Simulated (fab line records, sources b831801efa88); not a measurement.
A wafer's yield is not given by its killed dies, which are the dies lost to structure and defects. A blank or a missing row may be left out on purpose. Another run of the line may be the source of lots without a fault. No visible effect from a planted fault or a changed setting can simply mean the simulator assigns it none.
fab line records    flow sky130
record lots=6  wafers=18  lastDay=50
route steps=708 shown PWDE@50 NWELL@56
lots untouched by any fault: they come from a run of this same line in which no faults occurred
startH: hours from the record's first day to the start of the lot's first wafer shown    waitH: how many hours have passed since the lot's step before this one    " the same as in the row above    L1.1+2: one row covering several wafers at once    - no value present, or no start provided    * or withheld: withheld    < > ~ a bound
route shown NAME@n: a module of which the file shows steps, and the number in the route of the first    usual: mean/standard deviation of fault-free wafers    same: alike in all rows    chamber/n: place in a boat    sites: readings site by site    _std_site: how widely they spread, as a standard deviation    _edge_site: outer sites' mean less inner sites'    radiusMm: how far each site lies from the wafer's centre    mask NAME#n: copy n    behind: tool/chamber where the wafer was last shaped    hold: why the lot went on hold/how many hours it stayed there/how the hold came to an end    device: the transistor (n, p or np) that didn't switch    end of line: the same wafers' tests at the end of the route    a step without rows: its recipe alone    killed: the dies lost at the first sort to structure and to defects; this is not the yield of the wafer    map: a wafer's dies, x killed, . not, _ none there
set.NAME: the setting as run; set.NAME@STEP: as run at that earlier step    model.NAME: the simulator's own value behind a step, which no gauge read
lots at selected steps of the route; one table per step, one row per wafer
services: when a tool's chamber went out of use (startH, in hours from the record's first day, below 0 if earlier), for how many hours, and the reason
## steps
# step SKY_PWDE_PEB_05
# recipe tempC=115  timeS=withheld
# step SKY_PWDE_DEVELOP_06
# recipe wallAngleDeg=90  developer=TMAH  developTimeS=60  devTempC=23
# step SKY_PWDE_OVL_MEAS_07
# usual PWDE_OVL=0.5/1.5
lot.wafer  tool        chamber  startH  waitH  PWDE_OVL[nm]
L422.2     overlay-02  -        91.04   -      -1.6
L422.5     "           -        "       "      0.2
L422.6     "           -        "       "      -0.2
L423.1     overlay-02  -        96.78   -      -3.1
L423.2     "           -        "       "      -1.8
L423.6     "           -        "       "      -1.9
L424.1     overlay-01  -        106.73  -      -1.5
L424.2     "           -        "       "      0.0
L424.4     "           -        "       "      -1.7
L427.1     overlay-01  -        123.08  -      3.4
L427.2     "           -        "       "      2.4
L427.5     "           -        "       "      2.2
L438.1     overlay-01  -        182.13  -      0.5
L438.3     "           -        "       "      -0.8
L438.4     "           -        "       "      1.0
L439.1     overlay-01  -        186.58  -      -3.4
L439.5     "           -        "       "      -1.3
L439.6     "           -        "       "      -3.1
# step SKY_PWDE_IMPLANT_08
# recipe species=B  energyKev=150  doseCm2=3.684e+12  tiltDeg=withheld
# step SKY_PWDE_STRIP_09
# recipe chemistry=O2/N2  powerW=1400  pressureMtorr=1500  platenTempC=withheld  o2FlowSccm=3000  n2FlowSccm=300  overashFraction=0.5
# usual drypumpMotorCurrentA=5.7/0.48  oesProductAu=0.722/0.0046  stripTimeToEndpointS=36.95/0.095
lot.wafer  tool            chamber  startH  waitH  drypumpMotorCurrentA  oesProductAu  rfHoursCounterH  stripTimeToEndpointS
L422.2     plasmaAsher-02  0        91.22   0.1    6.3                   0.718         42               36.93
L422.5     "               0        "       "      6.3                   0.722         -                36.87
L422.6     "               1        "       "      6.5                   0.714         -                36.93
L423.1     plasmaAsher-04  0        96.97   0.1    5.2                   0.727         28               36.90
L423.2     "               1        "       "      5.7                   0.723         28               36.98
L423.6     "               0        "       "      5.2                   0.720         -                37.00
L424.1     plasmaAsher-04  0        106.92  0.1    5.2                   0.720         29               36.81
L424.2     "               1        "       "      5.7                   0.723         29               36.83
L424.4     "               1        "       "      5.7                   0.727         -                36.69
L427.1     plasmaAsher-04  0        123.27  0.1    5.2                   0.723         30               37.01
L427.2     "               1        "       "      5.7                   0.725         30               37.07
L427.5     "               0        "       "      5.2                   0.722         -                37.12
L438.1     plasmaAsher-02  0        182.32  0.1    6.2                   0.724         52               37.01
L438.3     "               1        "       "      6.5                   0.719         -                36.97
L438.4     "               0        "       "      6.2                   0.715         -                36.83
L439.1     plasmaAsher-04  1        186.77  0.1    5.7                   0.724         36               36.99
L439.5     "               1        "       "      5.7                   0.723         -                37.15
L439.6     "               0        "       "      5.2                   0.725         -                37.10
# step SKY_PWDE_TW_MEAS_10
# usual PWDE_TW=377/3.7
lot.wafer  tool          chamber  startH  waitH  PWDE_TW
L422.2     filmMetro-04  -        91.33   0.1    369
L422.5     "             -        "       "      371
L422.6     "             -        "       "      371
L423.1     filmMetro-02  -        97.07   0.1    381
L423.2     "             -        "       "      380
L423.6     "             -        "       "      381
L424.1     filmMetro-01  -        107.02  0.1    375
L424.2     "             -        "       "      375
L424.4     "             -        "       "      375
L427.1     filmMetro-02  -        123.37  0.1    382
L427.2     "             -        "       "      380
L427.5     "             -        "       "      378
L438.1     filmMetro-02  -        182.42  0.1    378
L438.3     "             -        "       "      379
L438.4     "             -        "       "      380
L439.1     filmMetro-01  -        186.87  0.1    375
L439.5     "             -        "       "      375
L439.6     "             -        "       "      375
# step SKY_NWELL_DEHYDRATE_03
# recipe tempC=200  timeS=60
# step SKY_NWELL_HMDS_04
# recipe primeTimeS=60  primeTempC=120
# step SKY_NWELL_COAT_05
# recipe spinRpm=2000  resistThkNm=3000
# step SKY_NWELL_SOFTBAKE_06
# recipe tempC=110  timeS=withheld
# step SKY_NWELL_EXPOSE_07
# recipe maskId=NWM  na=0.6  sourceShape=conventional  sigmaOuter=0.6  polarization=unpolarized  targetCdNm=840  doseMj=255
# step SKY_NWELL_PEB_08
# recipe tempC=115  timeS=withheld
# step SKY_NWELL_DEVELOP_09
# recipe wallAngleDeg=90  developer=TMAH  developTimeS=60  devTempC=23
# usual chillPlateTempC=22.96/0.11  developTimeS=60/0
lot.wafer  tool           chamber  startH  waitH  chillPlateTempC  developTimeS
L422.2     lithoTrack-01  0        108     -      23.11            60
L422.5     "              0        "       "      23.08            60
L422.6     "              0        109     -      22.96            60
L423.1     lithoTrack-04  0        114     -      22.88            60
L423.2     "              0        "       "      22.93            60
L423.6     "              0        "       "      22.99            60
L424.1     lithoTrack-02  0        125     -      22.95            60
L424.2     "              0        "       "      22.94            60
L424.4     "              0        "       "      22.92            60
L427.1     lithoTrack-02  0        141     -      23.05            60
L427.2     "              0        "       "      23.11            60
L427.5     "              0        142     -      22.94            60
L438.1     lithoTrack-01  -        204     -      -                -
L438.3     "              -        "       "      -                -
L438.4     "              -        "       "      -                -
L439.1     lithoTrack-04  -        208     -      -                -
L439.5     "              -        "       "      -                -
L439.6     "              -        "       "      -                -
# step SKY_NWELL_OVL_MEAS_10
# usual NWELL_00_OVL=0.6/1.8
lot.wafer  tool        chamber  startH  waitH  NWELL_00_OVL[nm]
L422.2     overlay-01  -        109.04  -      1.0
L422.5     "           -        "       "      1.6
L422.6     "           -        "       "      2.1
L423.1     overlay-02  -        114.77  -      1.6
L423.2     "           -        "       "      -0.8
L423.6     "           -        "       "      1.7
L424.1     overlay-01  -        126.03  -      2.6
L424.2     "           -        "       "      1.1
L424.4     "           -        "       "      2.4
L427.1     overlay-02  -        142.08  -      0.7
L427.2     "           -        "       "      1.1
L427.5     "           -        "       "      2.9
L438.1     overlay-02  -        212.64  -      -
L438.3     "           -        "       "      -
L438.4     "           -        "       "      -
L439.1     overlay-02  -        212.79  -      -
L439.5     "           -        "       "      -
L439.6     "           -        "       "      -
## services
tool            chamber  startH  hours  kind
plasmaAsher-04  -        111.77  4.8    repair
## key
firstSign step=SKY_NWELL_DEVELOP_09  reading=toolRecord  direction=missing
effect none on later readings
metAt SKY_NWELL_DEVELOP_09
struckWafers L438.1,L438.3,L438.4,L439.1,L439.5,L439.6
sortLeftOut L438.1,L438.3,L438.4,L439.1,L439.5,L439.6
testerLeftOut L438,L439
onsetBetween 114 204
fault kind=skippedStepWhole  tool=lithoTrack-01,lithoTrack-04  chamber=-  onsetH=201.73  steps=SKY_NWELL_DEVELOP_09  scope=struckLotsOnly
# testerLeftOut: of these lots the tester's yield and bins aren't shown, on N5 and GAA mostly nor the transistor test; their killed dies are dies lost to structure and defects alone, not to doping, threshold or leakage, so they don't give the yield
# sortLeftOut: the simulated sort isn't trusted on such a fault, so these wafers' sort isn't shown, and their yield isn't known
